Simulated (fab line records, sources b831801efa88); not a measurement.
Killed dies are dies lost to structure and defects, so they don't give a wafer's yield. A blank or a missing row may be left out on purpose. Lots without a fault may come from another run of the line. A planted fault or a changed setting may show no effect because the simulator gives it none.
Which tool did it? | flow gf180mcu | 10 lots, 30 wafers sampled, at 1 step of a route of 602

WHAT THE GAUGES READ, wafer by wafer
GF_V4_RS_MEAS_24: measures by four-point-probe.
lot  | measured     | on            | V4_W_RS (ohm/sq)
L580 | day 25 00:52 | film_metro-02 | 0.331 0.327 0.329
L582 | day 26 06:09 | film_metro-01 | 0.333 0.332 0.332
L583 | day 26 13:11 | film_metro-04 | 0.334 0.333 0.327
L586 | day 27 10:26 | film_metro-01 | 0.330 0.328 0.327
L588 | day 28 00:13 | film_metro-04 | 0.329 0.332 0.329
L589 | day 28 09:51 | film_metro-04 | 0.331 0.333 0.330
L590 | day 28 12:04 | film_metro-04 | 0.332 0.329 0.333
L597 | day 30 06:05 | film_metro-01 | 0.328 0.322 0.327
L598 | day 30 15:53 | film_metro-02 | 0.335 0.336 0.336
L601 | day 31 09:09 | film_metro-02 | 0.329 0.323 0.324

WHICH TOOL RAN EACH LOT (tool, then ch and the chambers of the sampled wafers, then the start)
The record holds no process step before these readings.

THE ANSWER, worked out from the rows above alone
Rule: what is usual is taken from the lots themselves. Put in order of their means at a reading, lots are off if they are a third of the lots or fewer, leave a main group of 4 or more, and stand apart from it by a gap of 3 or more times the standard deviation of the main group's means; of several such gaps the widest counts. A main group whose means are all the same, to the digits that the tables above print for the reading, isn't used. A lot without any number at a reading at which 4 lots or more have one is off too. The other lots that the step has rows for count as sound.
No lot is off at any reading shown: from this, nothing can be told.

WHAT THE SIMULATOR HAD PUT IN
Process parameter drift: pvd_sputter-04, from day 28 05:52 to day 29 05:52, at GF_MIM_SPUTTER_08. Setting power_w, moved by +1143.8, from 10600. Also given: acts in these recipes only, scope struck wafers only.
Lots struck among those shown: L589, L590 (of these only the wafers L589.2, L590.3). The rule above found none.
